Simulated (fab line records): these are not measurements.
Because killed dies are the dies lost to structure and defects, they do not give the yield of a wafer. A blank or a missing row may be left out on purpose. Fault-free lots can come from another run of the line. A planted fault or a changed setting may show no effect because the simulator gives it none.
Which tool was responsible? + flow sky130 + 11 lots with 33 wafers sampled at 5 steps, on a route of 708 steps

## WHAT THE GAUGES SHOWED, per wafer
SKY_VIA1_THK_MEAS_01.
| lot  | measured     | on            | VIA1_HDPCVD_THK (nm) |
|------|--------------|---------------|----------------------|
| L327 | day 33 04:23 | film_metro-01 | 1024 1024 1028       |
| L328 | day 33 13:53 | film_metro-03 | 1036 1019 1028       |
| L329 | day 34 00:57 | film_metro-03 | 1025 1016 1035       |
| L330 | day 34 15:15 | film_metro-04 | 1027 1022 1015       |
| L331 | day 35 00:20 | film_metro-04 | 1032 1033 1025       |
| L333 | day 35 06:42 | film_metro-04 | 1036 1035 1033       |
| L334 | day 35 19:17 | film_metro-01 | 1056 1041 1028       |
| L337 | day 36 22:43 | film_metro-04 | 1022 1011 1025       |
| L342 | day 38 09:02 | film_metro-01 | 874 876 1034         |
| L343 | day 38 12:46 | film_metro-04 | 1028 1042 876        |
| L350 | day 40 02:29 | film_metro-04 | 1021 1020 1036       |

SKY_VIA1_CD_MEAS_12 targets a cd of 150 nm.
| lot  | measured     | on        | cd_nm (nm)        |
|------|--------------|-----------|-------------------|
| L327 | day 34 08:24 | cd_sem-02 | 153.1 150.8 150.6 |
| L328 | day 34 17:54 | cd_sem-01 | 144.5 143.5 146.0 |
| L329 | day 35 04:24 | cd_sem-01 | 150.3 150.9 148.2 |
| L330 | day 35 18:34 | cd_sem-02 | 150.1 151.2 149.0 |
| L331 | day 36 02:55 | cd_sem-01 | 149.4 147.5 148.6 |
| L333 | day 36 09:32 | cd_sem-01 | 148.3 150.0 150.2 |
| L334 | day 36 21:58 | cd_sem-02 | 149.1 150.9 147.2 |
| L337 | day 38 00:17 | cd_sem-01 | 147.6 147.7 148.8 |
| L342 | day 39 10:22 | cd_sem-01 | 149.7 150.1 151.1 |
| L343 | day 39 14:26 | cd_sem-01 | 148.2 148.1 148.9 |
| L350 | day 41 03:46 | cd_sem-02 | 149.7 150.1 149.0 |

## WHICH TOOL RAN EACH LOT (tool, then ch and the chambers of the sampled wafers, then the start)
| lot  | SKY_CONTACT_ETCH_16                | SKY_METAL1_SPUTTER_03        | SKY_VIA1_HDPCVD_00               |
|------|------------------------------------|------------------------------|----------------------------------|
| L327 | rie_diel-04 ch 0,1, day 31 20:56   | pvd_sputter-03, day 31 22:23 | hdpcvd-01 ch 0,2, day 33 04:17   |
| L328 | rie_diel-04 ch 0,1,2, day 32 06:45 | pvd_sputter-02, day 32 08:14 | hdpcvd-02 ch 0,2, day 33 13:46   |
| L329 | rie_diel-03 ch 0,1,2, day 32 18:50 | pvd_sputter-01, day 32 20:17 | hdpcvd-01 ch 0,2, day 34 00:50   |
| L330 | rie_diel-03 ch 0,1,2, day 33 09:50 | pvd_sputter-03, day 33 11:17 | hdpcvd-02 ch 0,1,2, day 34 15:08 |
| L331 | rie_diel-04 ch 2,3, day 33 18:28   | pvd_sputter-03, day 33 19:59 | hdpcvd-02 ch 0,1,2, day 35 00:13 |
| L333 | rie_diel-04 ch 0,2, day 34 01:00   | pvd_sputter-03, day 34 02:28 | hdpcvd-02 ch 0,1, day 35 06:34   |
| L334 | rie_diel-02 ch 0,1,2, day 34 11:52 | pvd_sputter-02, day 34 13:19 | hdpcvd-01 ch 0,1, day 35 19:09   |
| L337 | rie_diel-03 ch 2,3, day 35 17:54   | pvd_sputter-02, day 35 19:24 | hdpcvd-01 ch 0,1,2, day 36 22:36 |
| L342 | rie_diel-03 ch 0,1,3, day 37 04:51 | pvd_sputter-02, day 37 06:24 | hdpcvd-01 ch 1,2, day 38 08:55   |
| L343 | rie_diel-04 ch 1,2,3, day 37 08:25 | pvd_sputter-01, day 37 09:53 | hdpcvd-01 ch 1,2, day 38 12:39   |
| L350 | rie_diel-03 ch 0,1,2, day 38 22:32 | pvd_sputter-02, day 39 00:06 | hdpcvd-02 ch 1,2, day 40 02:22   |
- SKY_CONTACT_ETCH_16: etches BARC in N2/H2, stops on SiO2, time 45.9 s, target depth 60 nm.
- SKY_METAL1_SPUTTER_03: material Ti, target thk 5 nm, time 3.3 s.
- SKY_VIA1_HDPCVD_00: deposits SiO2, target thk 1030 nm, time 171.7 s.

## WHAT THE TOOLS THEMSELVES READ (means of the sampled wafers that have a number; where no wafer has one, the mark that the record gives instead)
SKY_CONTACT_ETCH_16.
| lot  | tool        | drypump_motor_current_A (A) | oes_product_au (a.u.) | throttle_valve_pct (%) |
|------|-------------|-----------------------------|-----------------------|------------------------|
| L327 | rie_diel-04 | 6.1                         | 0.853                 | 13.227                 |
| L328 | rie_diel-04 | 6.1                         | 0.858                 | 13.235                 |
| L329 | rie_diel-03 | 5.7                         | 0.852                 | 13.224                 |
| L330 | rie_diel-03 | 5.6                         | 0.854                 | 13.219                 |
| L331 | rie_diel-04 | 6.1                         | 0.853                 | 13.226                 |
| L333 | rie_diel-04 | 6.1                         | 0.857                 | 13.233                 |
| L334 | rie_diel-02 | 5.8                         | 0.854                 | 13.215                 |
| L337 | rie_diel-03 | 5.0                         | 0.857                 | 13.226                 |
| L342 | rie_diel-03 | 5.3                         | 0.856                 | 13.220                 |
| L343 | rie_diel-04 | 6.2                         | 0.855                 | 13.214                 |
| L350 | rie_diel-03 | 5.7                         | 0.854                 | 13.217                 |

SKY_METAL1_SPUTTER_03.
| lot  | tool           | throttle_valve_pct (%) |
|------|----------------|------------------------|
| L327 | pvd_sputter-03 | 30.1                   |
| L328 | pvd_sputter-02 | 30.5                   |
| L329 | pvd_sputter-01 | 29.4                   |
| L330 | pvd_sputter-03 | 29.5                   |
| L331 | pvd_sputter-03 | 30.2                   |
| L333 | pvd_sputter-03 | 29.8                   |
| L334 | pvd_sputter-02 | 30.2                   |
| L337 | pvd_sputter-02 | 30.4                   |
| L342 | pvd_sputter-02 | 30.6                   |
| L343 | pvd_sputter-01 | 29.4                   |
| L350 | pvd_sputter-02 | 30.5                   |

SKY_VIA1_HDPCVD_00.
| lot  | tool      | sih4_flow_sccm (sccm) |
|------|-----------|-----------------------|
| L327 | hdpcvd-01 | 59.82                 |
| L328 | hdpcvd-02 | 59.78                 |
| L329 | hdpcvd-01 | 59.86                 |
| L330 | hdpcvd-02 | 59.84                 |
| L331 | hdpcvd-02 | 59.89                 |
| L333 | hdpcvd-02 | 60.11                 |
| L334 | hdpcvd-01 | 60.12                 |
| L337 | hdpcvd-01 | 59.96                 |
| L342 | hdpcvd-01 | 54.00                 |
| L343 | hdpcvd-01 | 56.96                 |
| L350 | hdpcvd-02 | 60.06                 |

## THE ANSWER, worked out from the rows above alone
Rule: the usual values come from the lots themselves. The widest of any qualifying gaps counts: lots, ordered by their means at a reading, are off when they make up no more than a third of the lots, leave a main group of 4 or more, and stand apart from it by 3 or more times the standard deviation of that group's means. Not used: any main group whose means are identical at the precision the tables above print for the reading. A lot without any number at a reading at which 4 lots or more have one is off too. All remaining lots with rows at the step are treated as sound. After the gauges, taken in route order, come the tools' own readings; for these a lot's mean is taken, as printed above. The first step at which some lot is off is used, and at that step the reading that is off furthest; a lot without a number counts as furthest.
Off: at SKY_VIA1_THK_MEAS_01 (VIA1_HDPCVD_THK), L342, L343. Main group: mean 1028 nm, sd 6.5.
If a tool, at a process step before that reading, ran all the lots that are off and no sound lot after the first of them, it fits. The gauges at SKY_VIA1_THK_MEAS_01 aren't tried: what is off there is off at SKY_VIA1_HDPCVD_00 too, on other tools, and a gauge's error can't cause that. One fits: hdpcvd-01 at SKY_VIA1_HDPCVD_00. Its last sound lot is L337 (day 36 22:36), its first lot that is off L342 (day 38 08:55): a fault that began between those two fits.
The tool's own readings at SKY_VIA1_HDPCVD_00 bear it out: on the lots that are off they differ by more than 5 times the standard deviation of the sound lots' means. sih4_flow_sccm reads 55.48 sccm there against 59.94 sccm on the sound lots.

## WHAT THE SIMULATOR HAD PUT IN
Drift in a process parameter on hdpcvd-01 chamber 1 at SKY_VIA1_HDPCVD_00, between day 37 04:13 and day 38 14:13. Setting sih4_flow_sccm shifted by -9 from 60. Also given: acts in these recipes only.
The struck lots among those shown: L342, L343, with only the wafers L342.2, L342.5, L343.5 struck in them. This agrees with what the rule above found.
